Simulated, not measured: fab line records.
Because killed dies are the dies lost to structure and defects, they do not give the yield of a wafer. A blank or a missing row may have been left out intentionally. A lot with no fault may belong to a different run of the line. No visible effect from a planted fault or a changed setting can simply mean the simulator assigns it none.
Struck lot and sound lot, side by side / flow gf180mcu / 26 steps out of a route of 602
Sound: wafers L384.1, L384.4, L384.5. Struck: wafer L393.5 (left out: L393.2, a lot-mate that was not struck); the cause follows at the end.
Per side, at each step with rows, come the tool, then ch with its chambers, and then its first start. Under that, the readings that differ: sound wafers / struck wafers / difference of the means / sigmas: that difference in standard deviations of wafers without a fault.
alike: words and numbers the same on both sides, and readings whose means are apart by under 2 such deviations; not compared: readings that were withheld, readings missing a value for some wafer, numbers with overlapping values and no deviation given by the record, and bounds like >300 which may hide the same value.
Wherever a step has rows on one side only, a row that says differs or no value, or a row with sigmas, the two part there. Numbers that have no deviation but don't overlap get no sigmas and don't part them. A reading missing from all wafers of one side parts the sides only when that side holds two or more wafers.

first, 6 steps without rows for these wafers: GF_TOP_METAL_HMDS_08 (prime time 60 s); GF_TOP_METAL_COAT_09 (resist thk 1500 nm); GF_TOP_METAL_SOFTBAKE_10 (time 60 s); GF_TOP_METAL_EXPOSE_11 (exposes mask MetalTop, target cd 440 nm); GF_TOP_METAL_PEB_12; GF_TOP_METAL_DEVELOP_13 (develop time 60 s).
GF_TOP_METAL_CD_MEAS_14 targets a cd of 440 nm.
  struck on cd-sem-01, day 34 10:54; sound on cd-sem-01, day 32 10:53
  alike: cd-nm
GF_TOP_METAL_OVL_MEAS_15:
  struck on overlay-01, day 34 11:01; sound on overlay-02, day 32 11:00
  alike: TOP_METAL_OVL
GF_TOP_METAL_METAL_ETCH_16: etches the open film in Cl2/BCl3, stops on SiO2, target depth 1077.5 nm, time 179.6 s.
  sound on rie-metal-01 ch 0,1, day 32 11:02; struck on rie-metal-02 ch 0, day 34 11:02
reading=oes-product-au (a.u.); sound=0.980 0.967 0.983; struck=0.956; difference=-0.021; sigmas=-3
  alike: drypump-motor-current-A, throttle-valve-pct
  not compared: rf-hours-counter-h
GF_TOP_METAL_STRIP_17: strips in O2/N2.
  sound on plasma-asher-04 ch 0,1, day 32 11:13; struck on plasma-asher-04 ch 0, day 34 11:13
  alike: drypump-motor-current-A, heater-power-w, oes-product-au, strip-time-to-endpoint-s
  not compared: rf-hours-counter-h
then, 2 steps without rows for these wafers: GF_TOP_METAL_STRIP_18 (strips in post etch residue remover, time 1200 s); GF_TOP_METAL_CLEAN_19 (cleans in DIW).
GF_PASSIVATION_CVD_00: deposits SiO2 from TEOS, target thk 1000 nm, time 111.95 s.
  sound on pecvd-03 ch 1,2, day 32 11:49; struck on pecvd-03 ch 2, day 34 11:47
reading=model.SiO2_of_PASSIVATION_CVD_00.thk-nm (nm); sound=991.8 1008 1010; struck=739.4; difference=-263.9; sigmas=
  alike: heater-power-w
GF_PASSIVATION_THK_MEAS_01:
  struck on film-metro-01, day 34 11:52; sound on film-metro-03, day 32 11:53
reading=PASSIVATION_CVD_00_THK (nm); sound=992 1007 1010; struck=740; difference=-263; sigmas=-20
GF_PASSIVATION_CVD_02: deposits Si3N4, target thk 700 nm, time 486.18 s.
  sound on pecvd-01 ch 0,2, day 32 11:57; struck on pecvd-01 ch 0, day 34 11:55
  alike: heater-power-w
GF_PASSIVATION_THK_MEAS_03:
  struck on film-metro-03, day 34 12:13; sound on film-metro-01, day 32 12:14
  alike: PASSIVATION_CVD_02_THK
then, 7 steps without rows for these wafers: GF_PASSIVATION_DEHYDRATE_04 (time 60 s); GF_PASSIVATION_HMDS_05 (prime time 60 s); GF_PASSIVATION_COAT_06 (resist thk 4000 nm); GF_PASSIVATION_SOFTBAKE_07; GF_PASSIVATION_EXPOSE_08 (exposes mask Pad, target cd 40000 nm); GF_PASSIVATION_PEB_09; GF_PASSIVATION_DEVELOP_10 (develop time 60 s).
GF_PASSIVATION_ETCH_11: etches the open film in CF4/O2, stops on TiN, target depth 1800 nm, time 400 s.
  sound on rie-diel-02 ch 0,2,3, day 33 03:42; struck on rie-diel-02 ch 0, day 35 02:39
reading=oes-product-au (a.u.); sound=0.958 0.972 0.964; struck=0.866; difference=-0.099; sigmas=-12
reading=throttle-valve-pct (%); sound=5.964 5.972 5.946; struck=5.927; difference=-0.034; sigmas=-4
reading=model.etch.depth-nm (nm); sound=1691 1713 1707; struck=1437; difference=-267; sigmas=
reading=model.PASSIVATION.feature-depth-nm (nm); sound=1691 1713 1707; struck=1437; difference=-267; sigmas=
  alike: drypump-motor-current-A
  not compared: rf-hours-counter-h
GF_PASSIVATION_STRIP_12: strips in O2/N2.
  sound on plasma-asher-01 ch 0,1, day 33 03:56; struck on plasma-asher-03 ch 0, day 35 02:53
  alike: drypump-motor-current-A, heater-power-w, oes-product-au, strip-time-to-endpoint-s
  not compared: rf-hours-counter-h
GF_PASSIVATION_PROBE_99:
  the record has rows for the sound wafers here (prober-01, day 33 05:40) and none for the struck ones

== WHERE THEY PART ==
At GF_TOP_METAL_METAL_ETCH_16 first; at GF_PASSIVATION_PROBE_99 last (within this record only).

WHY: what had been put in by the simulator
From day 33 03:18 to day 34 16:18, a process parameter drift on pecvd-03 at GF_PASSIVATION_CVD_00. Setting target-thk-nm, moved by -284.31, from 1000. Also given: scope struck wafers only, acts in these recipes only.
